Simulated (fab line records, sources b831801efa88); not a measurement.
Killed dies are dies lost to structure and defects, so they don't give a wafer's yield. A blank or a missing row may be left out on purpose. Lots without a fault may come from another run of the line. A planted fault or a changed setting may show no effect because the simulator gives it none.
One fault seen from 2 desks | flow gf180mcu | each desk has only its own numbers; what lay behind them comes last

THE METROLOGY DESK
What the gauges read, lot by lot, whatever tool the lot ran on: means of the sampled wafers that have a number. A lot is out of limits, marked OUT, if its mean lies more than 4 standard deviations from the usual mean; the brackets give that distance.
Columns: A = cd_nm at GF_HV_LDD_CD_MEAS_31, usual 399.6 nm; B = HV_LDD_3_TW at GF_HV_LDD_TW_MEAS_38, usual 1429; C = HV_LDD_RS at GF_HV_LDD_RS_MEAS_53, usual 418.8 ohm/sq
lot  | first seen here | A     | B    | C
L229 | day 12 17:40    | 401.5 | 1414 | 419.2
L230 | day 13 05:21    | 399.6 | 1414 | 418.6
L232 | day 13 17:09    | 398.7 | 1418 | 418.2
L234 | day 14 12:05    | 397.1 | 1446 | 419.2
L237 | day 15 08:53    | 400.6 | 1451 | 417.7
L236 | day 15 09:00    | 400.4 | 1421 | 419.7
L239 | day 16 03:23    | 400.6 | 1436 | 415.9
L240 | day 16 19:50    | 400.5 | 1401 | 424.0 (+4.7) OUT
L241 | day 17 04:49    | 401.3 | 1403 | 425.3 (+5.9) OUT
L243 | day 17 13:07    | 402.2 | 1391 | 424.7 (+5.4) OUT
L245 | day 18 03:08    | 397.7 | 1433 | 419.1
L247 | day 18 23:35    | 397.1 | 1421 | 419.9
This desk's finding: out of limits on L240, L241, L243; first on L240, day 17 19:25 (HV_LDD_RS at GF_HV_LDD_RS_MEAS_53). In limits: L229, L230, L232, L234, L237, L236, L239, L245, L247.

THE TOOL OWNER'S DESK: implanter-04
The tool's own readings at GF_HV_LDD_IMPLANT_33: means of the sampled wafers that have a number, for each lot that ran on this tool. A lot is out of limits, marked OUT, if its mean lies more than 4 standard deviations from the usual mean; the brackets give that distance.
Columns: A = dose_ions_cm2 at GF_HV_LDD_IMPLANT_33, usual 7.501e+12; B = faraday_current_uA at GF_HV_LDD_IMPLANT_33, usual 42.2
lot  | first seen here | A                           | B
L230 | day 13 05:30    | 7.496e+12                   | 42.4
L236 | day 15 09:09    | 7.494e+12                   | 42.2
L239 | day 16 03:33    | 7.494e+12                   | 42.6
L240 | day 16 20:00    | 5.416e+12 (-99 or more) OUT | 30.6 (-15) OUT
L241 | day 17 04:59    | 5.433e+12 (-99 or more) OUT | 30.8 (-15) OUT
L243 | day 17 13:16    | 5.427e+12 (-99 or more) OUT | 30.6 (-15) OUT
This desk's finding: out of limits on L240, L241, L243; first on L240, day 16 20:00 (dose_ions_cm2 at GF_HV_LDD_IMPLANT_33). In limits: L230, L236, L239.

PUT TOGETHER
The tool owner's desk could have raised an alarm at day 16 20:00, on L240, L241, L243.
The metrology desk could have raised an alarm at day 17 19:25, on L240, L241, L243.
Of the lots named, all ran GF_HV_LDD_IMPLANT_33 on implanter-04.

WHAT THE SIMULATOR HAD PUT IN
Process parameter drift: implanter-04, from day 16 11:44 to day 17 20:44, at GF_HV_LDD_IMPLANT_33. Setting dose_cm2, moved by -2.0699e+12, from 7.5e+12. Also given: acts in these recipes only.
Lots struck among those shown: L240, L241, L243.
Hours from the fault's start to each desk's first reading out of limits: the tool owner's desk, 8; the metrology desk, 32.
